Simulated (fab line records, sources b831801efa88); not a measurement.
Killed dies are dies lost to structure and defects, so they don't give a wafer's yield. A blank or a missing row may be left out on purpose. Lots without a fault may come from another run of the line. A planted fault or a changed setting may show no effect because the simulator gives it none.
Which tool did it? | flow gf180mcu | 11 lots, 32 wafers sampled, at 6 steps of a route of 602

WHAT THE GAUGES READ, wafer by wafer
GF_M1_RS_MEAS_05: measures by four-point-probe. Usual: M1_ALCU_RS 0.0694 ohm/sq, standard deviation 0.00081.
lot  | measured     | on            | M1_ALCU_RS (ohm/sq)  | flag
L577 | day 16 09:48 | film_metro-02 | 0.0687 0.0692 0.0688 |
L578 | day 16 20:13 | film_metro-02 | 0.0687 0.0694 0.0687 |
L579 | day 16 23:09 | film_metro-03 | 0.0695 0.0702 0.0703 |
L581 | day 17 11:37 | film_metro-03 | 0.0681 0.0687 0.0691 |
L582 | day 18 04:11 | film_metro-02 | 0.0685 0.0690 0.0685 |
L583 | day 18 08:19 | film_metro-02 | 0.0703 0.0709 0.0707 |
L584 | day 19 05:51 | film_metro-02 | 0.0698 0.0698 0.0700 |
L587 | day 20 03:52 | film_metro-02 | 0.0692 0.0688        |
L595 | day 22 17:23 | film_metro-03 | 0.0700 0.0706 0.0709 |
L598 | day 23 16:11 | film_metro-01 | 0.0697 0.0695 0.0692 |
L600 | day 24 02:21 | film_metro-01 | 0.0697 0.0696 0.0697 |

GF_V2_RS_MEAS_24: measures by four-point-probe. Usual: V2_W_RS 0.332 ohm/sq, standard deviation 0.0046.
lot  | measured     | on            | V2_W_RS (ohm/sq)  | flag
L577 | day 20 12:51 | film_metro-04 | 0.328 0.336 0.327 |
L578 | day 20 23:31 | film_metro-04 | 0.335 0.340 0.336 |
L579 | day 21 04:22 | film_metro-02 | 0.322 0.323 0.322 |
L581 | day 21 17:01 | film_metro-02 | 0.335 0.341 0.338 |
L582 | day 22 09:06 | film_metro-02 | 0.335 0.329 0.333 |
L583 | day 22 14:25 | film_metro-04 | 0.327 0.325 0.326 |
L584 | day 23 10:16 | film_metro-04 | 0.328 0.333 0.334 |
L587 | day 24 06:35 | film_metro-01 | 0.337 0.241       | OFF
L595 | day 26 14:05 | film_metro-01 | 0.336 0.325 0.331 |
L598 | day 27 09:40 | film_metro-02 | 0.329 0.325 0.324 |
L600 | day 27 20:20 | film_metro-04 | 0.326 0.334 0.339 |

GF_V2_THK_MEAS_25: measures by xrf. Usual: V2_W_THK 349 nm, standard deviation 5.4.
lot  | measured     | on            | V2_W_THK (nm) | flag
L577 | day 20 12:58 | film_metro-04 | 353 346 351   |
L578 | day 20 23:38 | film_metro-04 | 345 340 345   |
L579 | day 21 04:28 | film_metro-02 | 361 362 363   |
L581 | day 21 17:06 | film_metro-02 | 347 342 346   |
L582 | day 22 09:12 | film_metro-02 | 346 350 347   |
L583 | day 22 14:32 | film_metro-04 | 350 356 354   |
L584 | day 23 10:22 | film_metro-04 | 350 344 344   |
L587 | day 24 06:40 | film_metro-01 | 345 483       | OFF
L595 | day 26 14:13 | film_metro-01 | 344 355 350   |
L598 | day 27 09:47 | film_metro-02 | 357 356 357   |
L600 | day 27 20:26 | film_metro-04 | 356 347 345   |

WHICH TOOL RAN EACH LOT (tool, then ch and the chambers of the sampled wafers, then the start)
lot  | GF_M1_SPUTTER_03             | GF_V2_CVD_02                    | GF_V2_CVD_23
L577 | pvd_sputter-03, day 16 09:44 | pecvd-01 ch 0,1, day 19 11:59   | cvd_w-01 ch 0,1, day 20 12:44
L578 | pvd_sputter-03, day 16 20:09 | pecvd-03 ch 1,2, day 19 22:23   | cvd_w-01 ch 1, day 20 23:24
L579 | pvd_sputter-01, day 16 23:03 | pecvd-03 ch 0,1, day 20 03:05   | cvd_w-02 ch 0,1, day 21 04:14
L581 | pvd_sputter-03, day 17 11:30 | pecvd-03 ch 0,1,2, day 20 15:42 | cvd_w-01 ch 0,1, day 21 16:53
L582 | pvd_sputter-03, day 18 04:05 | pecvd-03 ch 0,1,2, day 21 07:52 | cvd_w-01 ch 0,1, day 22 08:59
L583 | pvd_sputter-01, day 18 08:15 | pecvd-03 ch 0,2, day 21 12:56   | cvd_w-02 ch 0,1, day 22 14:18
L584 | pvd_sputter-01, day 19 05:46 | pecvd-04 ch 0,1,2, day 22 09:49 | cvd_w-01 ch 0,1, day 23 10:08
L587 | pvd_sputter-03, day 20 03:45 | pecvd-01 ch 1,2, day 23 06:59   | cvd_w-01 ch 0,1, day 24 06:27
L595 | pvd_sputter-04, day 22 17:20 | pecvd-03 ch 0,1,2, day 25 15:50 | cvd_w-02 ch 0,1, day 26 13:59
L598 | pvd_sputter-04, day 23 16:06 | pecvd-03 ch 0,1,2, day 26 11:56 | cvd_w-02 ch 0,1, day 27 09:32
L600 | pvd_sputter-01, day 24 02:15 | pecvd-03 ch 0,1,2, day 26 22:14 | cvd_w-02 ch 0,1, day 27 20:14
- GF_M1_SPUTTER_03: material Ti, target thk 10 nm, time 6.7 s.
- GF_V2_CVD_02: deposits SiO2 from TEOS, target thk 850 nm, time 94.851 s.
- GF_V2_CVD_23: deposits W, target thk 350 nm, time 104.94 s.

WHAT THE TOOLS THEMSELVES READ (means of the sampled wafers that have a number; where no wafer has one, the mark that the record gives instead)
GF_M1_SPUTTER_03. Usual: throttle_valve_pct 29.8 %, standard deviation 1.2.
lot  | tool           | throttle_valve_pct (%) | flag
L577 | pvd_sputter-03 | 30.6                   |
L578 | pvd_sputter-03 | 30.7                   |
L579 | pvd_sputter-01 | 30.7                   |
L581 | pvd_sputter-03 | 30.6                   |
L582 | pvd_sputter-03 | 30.4                   |
L583 | pvd_sputter-01 | 29.5                   |
L584 | pvd_sputter-01 | 29.5                   |
L587 | pvd_sputter-03 | 31.1                   |
L595 | pvd_sputter-04 | 29.1                   |
L598 | pvd_sputter-04 | 28.6                   |
L600 | pvd_sputter-01 | 30.4                   |

GF_V2_CVD_02. Usual: heater_power_w 652 W, standard deviation 90.
lot  | tool     | heater_power_w (W) | flag
L577 | pecvd-01 | 578                |
L578 | pecvd-03 | 645                |
L579 | pecvd-03 | 743                |
L581 | pecvd-03 | 693                |
L582 | pecvd-03 | 677                |
L583 | pecvd-03 | 660                |
L584 | pecvd-04 | 641                |
L587 | pecvd-01 | 507                |
L595 | pecvd-03 | 650                |
L598 | pecvd-03 | 719                |
L600 | pecvd-03 | 677                |

GF_V2_CVD_23. Usual: heater_power_w 857 W, standard deviation 38.
lot  | tool     | heater_power_w (W) | flag
L577 | cvd_w-01 | 846                |
L578 | cvd_w-01 | 862                |
L579 | cvd_w-02 | 869                |
L581 | cvd_w-01 | 851                |
L582 | cvd_w-01 | 852                |
L583 | cvd_w-02 | 873                |
L584 | cvd_w-01 | 832                |
L587 | cvd_w-01 | 853                |
L595 | cvd_w-02 | 884                |
L598 | cvd_w-02 | 880                |
L600 | cvd_w-02 | 890                |

THE ANSWER, worked out from the rows above alone
Rule: a lot is off if the mean of its wafers that have a number lies more than 3 standard deviations from the usual mean. A lot without any number at a reading at which 4 lots or more have one is off too. The other lots that the step has rows for count as sound. The gauges are gone through in route order, then the tools' own readings, and for those a lot's mean is taken as printed above. The first step at which some lot is off is used, and at that step the reading that is off furthest; a lot without a number counts as furthest.
Off: L587, at GF_V2_RS_MEAS_24 (V2_W_RS).
A tool fits if, at a process step before that reading, it ran every lot that is off, and no sound lot after the first of them. The gauges at GF_V2_RS_MEAS_24 are tried like those tools. Can't be told from this: 3 tools fit, pvd_sputter-03 at GF_M1_SPUTTER_03, pecvd-01 at GF_V2_CVD_02, cvd_w-01 at GF_V2_CVD_23.

WHAT THE SIMULATOR HAD PUT IN
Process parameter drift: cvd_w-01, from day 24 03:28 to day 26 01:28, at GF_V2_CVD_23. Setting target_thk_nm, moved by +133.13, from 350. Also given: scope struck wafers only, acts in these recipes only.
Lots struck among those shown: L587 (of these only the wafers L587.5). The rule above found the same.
